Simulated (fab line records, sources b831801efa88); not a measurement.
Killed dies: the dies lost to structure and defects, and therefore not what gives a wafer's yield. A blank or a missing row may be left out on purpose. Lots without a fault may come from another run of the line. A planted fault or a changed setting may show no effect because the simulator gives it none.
fab line records	flow sky130
record lots=14	wafers=42	last-day=50
route steps=708 shown METAL3@534 CAPM@540 VIA3@586
lots with no fault: from the same line, run without faults
start-h: the number of hours between the record's first day and the start of the first shown wafer of the lot	wait-h: hours from the lot's prior step to this one	" the same as in the row above	L1.1+2: a row that stands for several wafers	- either no value or no given start	* or withheld: withheld	< > ~ a bound
route shown NAME@n: NAME is a module with steps in the file, n the number in the route of the first one	usual: the fault-free wafers' mean and standard deviation	same: alike in all rows	chamber/n: place in a boat	sites: each site's reading	_std_site: the standard deviation of these	_edge_site: inner sites' mean taken away from outer sites' mean	radius-mm: for every site, how far away it sits from the centre of the wafer	mask NAME#n: copy n	behind: the most recent tool/chamber to have shaped the wafer	hold: cause of the lot's hold/its duration in hours/its outcome	device: the n, p or np transistor that did not switch	end of line: tests of these same wafers at the route's end	a step given without rows: its recipe and nothing more	killed: the dies lost at the first sort to structure and to defects; this is not the yield of the wafer	map: dies across one wafer; x = killed, . = not, _ = none there
set.NAME: setting as actually run; set.NAME@STEP: the setting as run at that earlier step	model.NAME: the simulator's own value behind a step, which no gauge read
the route's steps for a sample of lots (tables are steps, rows are wafers)
services: from which hour (start-h, from the record's first day; less than 0 if before it) a tool's chamber was out of use, for how many hours, and why
## steps
# step SKY_METAL3_SPUTTER_02
# recipe material=AlCu	target-thk-nm=735	power-w=10600	time-s=39.1	chamber-pressure-pa=0.4
# usual chamber-pressure-pa=0.3999/0.00079	throttle-valve-pct=30.6/1
lot.wafer	tool	chamber	start-h	wait-h	chamber-pressure-pa	throttle-valve-pct
L439.2	pvd-sputter-03	-	856.38	0.0	0.3983	30.0
L439.3	"	-	"	"	0.3995	29.0
L439.6	"	-	"	"	0.4011	31.6
L440.3	pvd-sputter-01	-	864.03	0.0	0.4007	29.3
L440.4	"	-	"	"	0.4006	30.3
L440.5	"	-	"	"	0.3999	30.5
L441.1	pvd-sputter-02	-	867.13	0.0	0.4011	30.0
L441.3	"	-	"	"	0.4002	31.0
L441.4	"	-	"	"	0.3991	30.1
L442.1	pvd-sputter-03	-	873.50	0.0	0.3998	29.0
L442.2	"	-	"	"	0.3993	31.8
L442.6	"	-	"	"	0.3989	31.9
L443.1	pvd-sputter-03	-	885.71	0.0	0.3998	31.8
L443.3	"	-	"	"	0.3990	29.0
L443.4	"	-	"	"	0.3984	30.3
L448.1	pvd-sputter-02	-	918.86	0.0	0.4011	30.3
L448.2	"	-	"	"	0.3995	30.4
L448.3	"	-	"	"	0.4002	30.8
L450.2	pvd-sputter-02	-	943.13	0.0	0.3991	30.5
L450.5	"	-	"	"	0.3992	31.1
L450.6	"	-	"	"	0.4002	30.6
L453.4	pvd-sputter-01	-	955.19	0.0	0.3996	31.5
L453.5	"	-	"	"	0.4000	30.3
L453.6	"	-	"	"	0.4002	29.0
L454.2	pvd-sputter-03	-	961.25	0.0	0.3990	31.8
L454.3	"	-	"	"	0.3994	30.0
L454.6	"	-	"	"	0.4001	32.0
L457.1	pvd-sputter-03	-	983.67	0.0	0.4002	30.0
L457.4	"	-	"	"	0.4000	31.9
L457.6	"	-	"	"	0.4001	30.0
L458.1	pvd-sputter-03	-	985.14	0.0	0.4015	31.8
L458.5	"	-	"	"	0.4004	29.0
L458.6	"	-	"	"	0.3992	30.2
L459.1	pvd-sputter-03	-	996.49	0.0	0.3998	29.0
L459.2	"	-	"	"	0.3989	30.2
L459.6	"	-	"	"	0.3993	32.0
L460.2	pvd-sputter-03	-	1001.15	0.0	0.3994	30.1
L460.3	"	-	"	"	0.4016	31.5
L460.5	"	-	"	"	0.3989	28.7
L462.2	pvd-sputter-03	-	1009.19	0.0	0.3992	32.2
L462.3	"	-	"	"	0.3996	30.2
L462.4	"	-	"	"	0.3995	29.0
# step SKY_CAPM_RS_MEAS_03
# recipe thk-meas-gauge=four-point-probe	reads=TiN_of_CAPM_SPUTTER_02
# usual CAPM_TIN_RS=6.92/0.076
lot.wafer	tool	chamber	start-h	wait-h	CAPM_TIN_RS[ohm/sq]
L439.2	film-metro-02	-	856.69	0.1	6.99
L439.3	"	-	"	"	7.03
L439.6	"	-	"	"	6.96
L440.3	film-metro-04	-	864.38	0.1	6.89
L440.4	"	-	"	"	6.93
L440.5	"	-	"	"	6.92
L441.1	film-metro-02	-	867.43	0.1	6.91
L441.3	"	-	"	"	6.85
L441.4	"	-	"	"	6.85
L442.1	film-metro-02	-	873.79	0.1	6.92
L442.2	"	-	"	"	6.95
L442.6	"	-	"	"	6.91
L443.1	film-metro-01	-	886.00	0.1	6.90
L443.3	"	-	"	"	6.93
L443.4	"	-	"	"	6.86
L448.1	film-metro-02	-	919.16	0.1	6.87
L448.2	"	-	"	"	6.82
L448.3	"	-	"	"	6.88
L450.2	film-metro-01	-	943.45	0.1	6.81
L450.5	"	-	"	"	6.78
L450.6	"	-	"	"	6.77
L453.4	film-metro-04	-	955.55	0.1	6.98
L453.5	"	-	"	"	6.98
L453.6	"	-	"	"	6.95
L454.2	film-metro-02	-	961.57	0.1	6.94
L454.3	"	-	"	"	6.97
L454.6	"	-	"	"	6.94
L457.1	film-metro-01	-	983.97	0.1	6.84
L457.4	"	-	"	"	6.82
L457.6	"	-	"	"	6.81
L458.1	film-metro-02	-	985.44	0.1	6.83
L458.5	"	-	"	"	6.85
L458.6	"	-	"	"	6.84
L459.1	film-metro-02	-	996.78	0.1	6.93
L459.2	"	-	"	"	6.91
L459.6	"	-	"	"	6.88
L460.2	film-metro-04	-	1001.47	0.1	6.88
L460.3	"	-	"	"	6.91
L460.5	"	-	"	"	6.92
L462.2	film-metro-02	-	1009.52	0.1	6.93
L462.3	"	-	"	"	6.86
L462.4	"	-	"	"	6.92
# step SKY_METAL3_CD_MEAS_13
# recipe target-cd-nm=300
# usual cd-nm=300.2/1.3
lot.wafer	tool	chamber	start-h	wait-h	cd-nm
L439.2	cd-sem-02	-	908.69	-	301.6
L439.3	"	-	"	"	301.9
L439.6	"	-	"	"	302.6
L440.3	cd-sem-01	-	916.00	-	300.8
L440.4	"	-	"	"	300.8
L440.5	"	-	"	"	301.1
L441.1	cd-sem-01	-	918.57	-	301.4
L441.3	"	-	"	"	300.4
L441.4	"	-	"	"	300.3
L442.1	cd-sem-02	-	925.51	-	299.4
L442.2	"	-	"	"	298.1
L442.6	"	-	"	"	299.6
L443.1	cd-sem-01	-	935.82	-	299.0
L443.3	"	-	"	"	300.0
L443.4	"	-	"	"	300.2
L448.1	cd-sem-02	-	968.36	-	301.4
L448.2	"	-	"	"	300.8
L448.3	"	-	"	"	302.0
L450.2	cd-sem-01	-	991.63	-	300.2
L450.5	"	-	"	"	299.5
L450.6	"	-	"	"	299.7
L453.4	cd-sem-02	-	1002.62	-	297.4
L453.5	"	-	"	"	297.7
L453.6	"	-	"	"	296.9
L454.2	cd-sem-01	-	1008.58	-	301.7
L454.3	"	-	"	"	300.7
L454.6	"	-	"	"	300.8
L457.1	cd-sem-02	-	1030.01	-	299.8
L457.4	"	-	"	"	298.8
L457.6	"	-	"	"	299.9
L458.1	cd-sem-01	-	1030.77	-	303.0
L458.5	"	-	"	"	301.7
L458.6	"	-	"	"	301.3
L459.1	cd-sem-02	-	1042.32	-	299.1
L459.2	"	-	"	"	299.5
L459.6	"	-	"	"	299.7
L460.2	cd-sem-01	-	1046.84	-	299.7
L460.3	"	-	"	"	301.7
L460.5	"	-	"	"	300.6
L462.2	cd-sem-01	-	1055.09	-	300.3
L462.3	"	-	"	"	300.2
L462.4	"	-	"	"	299.9
# step SKY_METAL3_METAL_ETCH_18
# recipe target-depth-a=8450	stop-on=SiO2	over-etch-frac=0.3	time-s=183.1	chemistry=Cl2/BCl3	resist-sidewall-deg=88	pressure-mtorr=10	icp-w=900	bias-w=48.5	Cl2_flow_sccm=60	bcl3-flow-sccm=30
# usual drypump-motor-current-A=5.9/0.45	mfc-cl2-sccm=60.02/0.17	oes-product-au=0.866/0.0065	throttle-valve-pct=22.265/0.009
lot.wafer	tool	chamber	start-h	wait-h	drypump-motor-current-A	mfc-cl2-sccm	oes-product-au	rf-hours-counter-h	throttle-valve-pct
L439.2	rie-metal-04	0	909.11	0.0	6.4	59.78	0.875	15	22.265
L439.3	"	0	"	"	6.4	59.88	0.863	-	22.268
L439.6	"	0	"	"	6.4	59.77	0.868	-	22.271
L440.3	rie-metal-02	1	916.33	0.1	6.2	60.12	0.869	-	22.276
L440.4	"	0	"	"	5.8	60.09	0.870	-	22.267
L440.5	"	1	"	"	6.2	59.96	0.857	-	22.255
L441.1	rie-metal-02	0	918.88	0.0	5.8	59.58	0.876	15	22.267
L441.3	"	0	"	"	5.8	59.89	0.876	-	22.262
L441.4	"	1	"	"	6.3	59.77	0.865	-	22.276
L442.1	rie-metal-04	1	925.82	0.0	5.5	59.88	0.876	2	22.249
L442.2	"	0	"	"	6.3	59.99	0.870	16	22.272
L442.6	"	0	"	"	6.4	59.94	0.870	-	22.256
L443.1	rie-metal-02	1	936.13	0.0	6.2	59.81	0.867	11	22.261
L443.3	"	1	"	"	6.3	59.95	0.864	-	22.264
L443.4	"	0	"	"	5.7	59.90	0.852	-	22.256
L448.1	rie-metal-01	0	968.67	0.0	6.2	59.92	0.867	20	22.269
L448.2	"	1	"	"	5.1	59.98	0.883	11	22.265
L448.3	"	0	"	"	6.2	60.09	0.988	-	22.241
L450.2	rie-metal-04	0	991.92	0.0	6.3	60.11	0.874	19	22.253
L450.5	"	0	"	"	6.4	60.27	0.982	-	22.267
L450.6	"	1	"	"	5.5	60.26	0.871	-	22.258
L453.4	rie-metal-04	1	1003.06	0.1	5.5	60.05	0.860	-	22.259
L453.5	"	0	"	"	6.3	60.47	0.863	-	22.267
L453.6	"	1	"	"	5.5	60.23	0.868	-	22.258
L454.2	rie-metal-01	1	1008.93	0.1	5.1	60.06	0.867	-	22.271
L454.3	"	1	"	"	5.1	59.96	0.859	-	22.262
L454.6	"	1	"	"	5.1	60.20	0.858	-	22.261
L457.1	rie-metal-02	1	1030.45	0.0	6.2	60.03	0.861	16	22.260
L457.4	"	0	"	"	5.8	60.04	0.855	-	22.285
L457.6	"	0	"	"	5.8	59.96	0.864	-	22.269
L458.1	rie-metal-04	0	1031.08	0.0	6.4	59.89	0.884	1	22.260
L458.5	"	0	"	"	6.4	59.91	0.868	-	22.272
L458.6	"	0	"	"	6.3	60.05	0.875	-	22.278
L459.1	rie-metal-01	0	1042.63	0.0	6.2	59.99	0.861	2	22.274
L459.2	"	1	"	"	5.1	60.16	0.870	17	22.259
L459.6	"	0	"	"	6.2	59.91	0.855	-	22.283
L460.2	rie-metal-01	0	1047.13	0.0	6.2	59.87	0.866	2	22.260
L460.3	"	0	"	"	6.2	59.79	0.855	-	22.272
L460.5	"	1	"	"	5.1	59.99	0.868	-	22.270
L462.2	rie-metal-04	1	1055.38	0.0	5.5	59.82	0.863	9	22.267
L462.3	"	1	"	"	5.5	59.85	0.863	-	22.288
L462.4	"	0	"	"	6.4	59.98	0.865	-	22.255
# step SKY_VIA3_OVL_MEAS_13
# usual VIA3_OVL=3/5.3
lot.wafer	tool	chamber	start-h	wait-h	VIA3_OVL[nm]
L439.2	overlay-01	-	935.00	0.1	1
L439.3	"	-	"	"	-2
L439.6	"	-	"	"	2
L440.3	overlay-01	-	943.13	0.1	-2
L440.4	"	-	"	"	2
L440.5	"	-	"	"	4
L441.1	overlay-01	-	944.39	0.1	5
L441.3	"	-	"	"	0
L441.4	"	-	"	"	11
L442.1	overlay-02	-	951.99	0.1	4
L442.2	"	-	"	"	0
L442.6	"	-	"	"	2
L443.1	overlay-01	-	961.34	0.1	10
L443.3	"	-	"	"	12
L443.4	"	-	"	"	3
L448.1	overlay-01	-	994.24	0.1	19
L448.2	"	-	"	"	6
L448.3	"	-	"	"	17
L450.2	overlay-02	-	1016.30	0.1	3
L450.5	"	-	"	"	6
L450.6	"	-	"	"	4
L453.4	overlay-01	-	1027.66	0.1	9
L453.5	"	-	"	"	4
L453.6	"	-	"	"	0
L454.2	overlay-01	-	1033.00	0.1	1
L454.3	"	-	"	"	6
L454.6	"	-	"	"	-5
L457.1	overlay-02	-	1053.59	0.1	9
L457.4	"	-	"	"	3
L457.6	"	-	"	"	4
L458.1	overlay-01	-	1054.54	0.1	-4
L458.5	"	-	"	"	-7
L458.6	"	-	"	"	-2
L459.1	overlay-01	-	1065.89	0.1	-4
L459.2	"	-	"	"	-4
L459.6	"	-	"	"	-2
L460.2	overlay-01	-	1070.30	0.1	4
L460.3	"	-	"	"	-1
L460.5	"	-	"	"	-1
L462.2	overlay-01	-	1078.30	0.1	5
L462.3	"	-	"	"	1
L462.4	"	-	"	"	3
## services
tool	chamber	start-h	hours	kind
rie-metal-04	-	836.74	0.5	repair
rie-metal-04	1	837.76	-	clean
rie-metal-04	1	837.76	22.3	scheduled-down
rie-metal-04	1	837.76	22.3	vent-cycle
rie-metal-02	1	857.43	2.4	repair
rie-metal-02	0	862.28	19.8	repair
pvd-sputter-02	-	871.06	7.5	repair
rie-metal-02	1	901.18	13.8	repair
pvd-sputter-03	3	910.32	-	consumable-replace:kit
pvd-sputter-03	3	910.32	18.0	scheduled-down
pvd-sputter-03	3	910.32	18.0	vent-cycle
pvd-sputter-02	-	934.72	4.6	repair
pvd-sputter-03	-	938.87	11.2	repair
rie-metal-01	-	944.82	4.3	pm
rie-metal-01	-	970.23	0.5	repair
pvd-sputter-03	-	988.03	3.4	repair
rie-metal-01	0	997.29	-	clean
rie-metal-04	0	1008.58	-	clean
rie-metal-04	0	1008.58	16.9	scheduled-down
rie-metal-04	0	1008.58	16.9	vent-cycle
rie-metal-02	-	1010.25	14.6	pm
rie-metal-04	-	1013.40	0.1	repair
rie-metal-04	1	1019.89	15.9	repair
pvd-sputter-03	-	1052.32	6.8	repair
## key
first-sign step=SKY_METAL3_METAL_ETCH_18	reading=oes-product-au	direction=up	sigmas=18	usual=0.866	struck=0.985
effect none on later readings
met-at SKY_METAL3_SPUTTER_02
struck-lots L448,L450
struck-wafers L448.3,L450.5
sort-left-out L448.3,L450.5
not-acting-at SKY_CAPM_RS_MEAS_03,SKY_METAL3_CD_MEAS_13,SKY_VIA3_OVL_MEAS_13
onset-between 867.13 918.86
fault kind=process-parameter-drift	tool=pvd-sputter-02	chamber=-	onset-h=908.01	steps=SKY_METAL3_SPUTTER_02	channel=target-thk-nm	offset=213.12	shape=step	end-h=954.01	scope=struck-wafers-only	acts-in=these-recipes-only	stated=735
# sort-left-out: the simulated sort isn't trusted on such a fault, so these wafers' sort isn't shown, and their yield isn't known
